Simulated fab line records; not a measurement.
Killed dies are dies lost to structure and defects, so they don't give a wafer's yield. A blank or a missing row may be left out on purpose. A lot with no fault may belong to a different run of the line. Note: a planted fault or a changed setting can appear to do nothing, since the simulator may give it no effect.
Struck lot and sound lot, side by side | flow sky130 | 23 steps out of a route of 708
Sound: these wafers, L996.1, L996.4, L996.6. Struck: wafer L105.3 (left out: L105.1, L105.6 of the same lot, which were not struck); the cause appears at the end.
Per side, at each step with rows, come the tool, then ch with its chambers, and then its first start. Under that, the readings that differ: sound wafers | struck wafers | difference of the means | sigmas: that difference in standard deviations of wafers without a fault.
alike: readings with means less than 2 such deviations apart, plus words and numbers identical on both sides. not compared: withheld readings, readings lacking a value on some wafer, bounds such as >300 that could conceal the same value, and numbers that have no deviation in the record and whose values overlap.
The two part at a step that has a row with sigmas, a row that says differs or no value, or rows on one side only. Numbers that have no deviation but don't overlap get no sigmas and don't part them. Lack of a reading on every wafer of one side parts them only where that side has two or more wafers.

first, 5 steps without rows for these wafers: SKY_POLY_CUT_COAT_03 (resist thk 450 nm); SKY_POLY_CUT_SOFTBAKE_04 (time 90 s); SKY_POLY_CUT_EXPOSE_05 (exposes mask NPCM, target cd 270 nm); SKY_POLY_CUT_PEB_06; SKY_POLY_CUT_DEVELOP_07 (develop time 60 s).
SKY_POLY_CUT_CD_MEAS_08: target cd 270 nm.
  sound on cdSem-02, day 28 17:37; struck on cdSem-02, day 31 20:27
  alike: cdNm
SKY_POLY_CUT_OVL_MEAS_09:
  sound on overlay-01, day 28 17:44; struck on overlay-02, day 31 20:34
  alike: POLY_CUT_OVL
SKY_POLY_CUT_ETCH_10: etches BARC in N2/H2, stops on SiO2, time 45.9 s, target depth 60 nm.
  sound on rieDiel-02 ch 1,2,3, day 28 17:46; struck on rieDiel-01 ch 2, day 31 20:37
  alike: drypumpMotorCurrentA, oesProductAu, throttleValvePct
  not compared: rfHoursCounterH
SKY_POLY_CUT_ETCH_11: etches Si3N4 in CF4/CH2F2/Ar, stops on poly-Si, time 42.5 s, target depth 60 nm.
  sound on rieDiel-02 ch 1,2,3, day 28 17:49; struck on rieDiel-01 ch 2, day 31 20:39
  alike: drypumpMotorCurrentA, oesProductAu, throttleValvePct
  not compared: rfHoursCounterH
SKY_POLY_CUT_STRIP_12: strips in O2/N2.
  sound on plasmaAsher-02 ch 1, day 28 17:51; struck on plasmaAsher-04 ch 1, day 31 20:41
  alike: drypumpMotorCurrentA, oesProductAu, stripTimeToEndpointS
  not compared: rfHoursCounterH
then, 2 steps without rows for these wafers: SKY_SD_P_DEHYDRATE_00 (time 60 s); SKY_SD_P_HMDS_01 (prime time 60 s).
SKY_SD_P_COAT_02: resist thk 1140 nm.
  sound on lithoTrack-01 ch 0, day 29 07:43; struck on lithoTrack-01 ch 0, day 32 10:10
reading                                  | sound          | struck | difference | sigmas
model.NOVOLAK_of_SD_P_COAT_02.thkNm (nm) | 1141 1140 1139 | 507.3  | -632.7     | 
then, 3 steps without rows for these wafers: SKY_SD_P_SOFTBAKE_03 (time 60 s); SKY_SD_P_EXPOSE_04 (exposes mask PSDM, target cd 380 nm); SKY_SD_P_PEB_05.
SKY_SD_P_DEVELOP_06: develop time 60 s.
  sound on lithoTrack-02 ch 0, day 29 21:24; struck on lithoTrack-01 ch 0, day 32 23:49
reading                                  | sound          | struck | difference | sigmas
model.NOVOLAK_of_SD_P_COAT_02.thkNm (nm) | 1141 1139 1138 | 506.9  | -632.4     | 
SKY_SD_P_CD_MEAS_07: target cd 380 nm.
  sound on cdSem-02, day 29 21:40; struck on cdSem-02, day 32 23:58
reading   | sound             | struck | difference | sigmas
cdNm (nm) | 380.7 380.7 379.0 | 462.9  | +82.8      | +32
SKY_SD_P_OVL_MEAS_08:
  sound on overlay-02, day 29 21:47; struck on overlay-01, day 33 00:05
reading       | sound       | struck | difference | sigmas
SD_P_OVL (nm) | 0.4 0.0 0.1 | 4.1    | +3.9       | +3
then, 1 step without rows for these wafers: SKY_SD_P_IMPLANT_09.
SKY_SD_P_STRIP_10: strips in O2/N2.
  sound on plasmaAsher-02 ch 1, day 29 21:58; struck on plasmaAsher-02 ch 1, day 33 00:16
reading                  | sound             | struck | difference | sigmas
oesProductAu (a.u.)      | 0.616 0.629 0.618 | 0.504  | -0.117     | -26
stripTimeToEndpointS (s) | 17.49 17.49 17.47 | 10.21  | -7.27      | -99 or more
  alike: drypumpMotorCurrentA
  not compared: rfHoursCounterH
SKY_SD_P_TW_MEAS_11:
  sound on filmMetro-02, day 29 22:04; struck on filmMetro-03, day 33 00:22
  alike: SD_P_TW
then, 1 step without rows for these wafers: SKY_PAD_OPEN_PROBE_99.

== WHERE THEY PART ==
At SKY_SD_P_CD_MEAS_07 first; at SKY_SD_P_STRIP_10 last (within this record only). Later steps at which nothing parts them and some readings are alike: SKY_SD_P_TW_MEAS_11.

WHY: the cause the simulator had injected
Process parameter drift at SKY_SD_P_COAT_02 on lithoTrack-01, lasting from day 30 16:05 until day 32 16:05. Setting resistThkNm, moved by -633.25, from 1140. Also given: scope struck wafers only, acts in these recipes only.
